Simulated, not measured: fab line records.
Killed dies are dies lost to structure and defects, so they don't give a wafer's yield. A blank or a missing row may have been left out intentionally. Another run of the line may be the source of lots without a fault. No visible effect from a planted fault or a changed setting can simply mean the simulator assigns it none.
Problem report, 8D (eight disciplines) form, completed by code + flow gf180mcu + the parts of the form that need people (team, actions taken, sign-off) are left out

1. WHAT WENT WRONG
At GF_HV_LDD_CD_MEAS_19, cd-nm averages 419.6 nm over 2 wafers from 2 lots, while fault-free wafers read 400.7 nm, standard deviation 2.4. That puts it +7.9 standard deviations away from the usual mean.
The step: target cd 400 nm.
First seen on wafer L166.5, day 17 16:32, on cd-sem-01. At this step, 36 wafers from 12 lots have a number in the record. Rule for "out" (also "out of limits"): further than 4 standard deviations from the usual mean. The rest of the wafers with a number are treated as sound.

2. WHAT IT IS AND WHAT IT IS NOT
| question                    | is                   | is not                                                              |
|-----------------------------|----------------------|---------------------------------------------------------------------|
| which readings at this step | cd-nm                | -                                                                   |
| which lots                  | L166, L167           | L144, L145, L148, L149, L150, L152, L154, L157, L158, L159          |
| which wafers of those lots  | L166.5, L167.3       | L166.1, L166.6, L167.2, L167.4                                      |
| read on which gauges        | cd-sem-01, cd-sem-02 | -                                                                   |
| when                        | from day 17 16:32    | up to then (32 sound wafers); but 2 sound wafers of L167 came after |

3. WHAT RULES OUT EACH SUSPECT
Counting: if a tool at a process step up to the reading ran every lot that is out, it stays a suspect. Sound lots after the first of them don't rule it out here, since some wafers of a struck lot are sound.
- the gauge at GF_HV_LDD_CD_MEAS_19 has been ruled out. 2 gauges (cd-sem-01, cd-sem-02) read the wafers that are out.
- rtp-anneal-02 at GF_VT_IMPLANT_RTA_45 (time 30 s): kept. It processed each lot that is out (first: L166, day 13 17:26); up to then, its last sound lot is L148 (day 8 15:43).
- litho-track-03 at GF_HV_LDD_COAT_14 (resist thk 1000 nm): kept. It processed each lot that is out (first: L166, day 17 04:16); up to then, its last sound lot is L159 (day 15 01:10).
What counting leaves: rtp-anneal-02 at GF_VT_IMPLANT_RTA_45 and litho-track-03 at GF_HV_LDD_COAT_14.

4. THE CAUSE (what the simulator had put in)
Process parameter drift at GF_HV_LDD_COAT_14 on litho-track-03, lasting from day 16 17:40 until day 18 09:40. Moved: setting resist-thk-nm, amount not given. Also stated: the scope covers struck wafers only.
After counting, 2 suspects remain, this tool included.

5. THE EFFECT CHAIN, in route order
Each row: a reading where the mean over the struck wafers with a number is more than 3 standard deviations away from the usual. Only readings for which the record gives a usual standard deviation are gone through. hours: the time from each lot's start at the first step in this table that gives one to its start at this step, as a median over the lots. sigmas: the change in usual standard deviations.
| hours | step                 | reading                  | usual      | on struck wafers | change | sigmas |
|-------|----------------------|--------------------------|------------|------------------|--------|--------|
| 0     | GF_HV_LDD_CD_MEAS_19 | cd-nm                    | 400.7 nm   | 419.6            | +18.9  | +7.9   |
| 0     | GF_HV_LDD_STRIP_22   | oes-product-au           | 0.716 a.u. | 0.673            | -0.043 | -9.3   |
| 0     | GF_HV_LDD_STRIP_22   | strip-time-to-endpoint-s | 12.63 s    | 10.60            | -2.03  | -55    |
The process steps in it:
- GF_HV_LDD_STRIP_22: strips in O2/N2.

6. HOW IT WOULD HAVE BEEN CAUGHT EARLIER
Counted from the fault's start at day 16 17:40, it took 23 hours until the first out-of-limits reading at a measuring or inspecting step in this record, taken at day 17 16:32.
Each of the lots that are out, 2 in all, had begun GF_HV_LDD_COAT_14 on litho-track-03 no later than day 17 16:32. Holding the tool at that point would not have protected any of them.
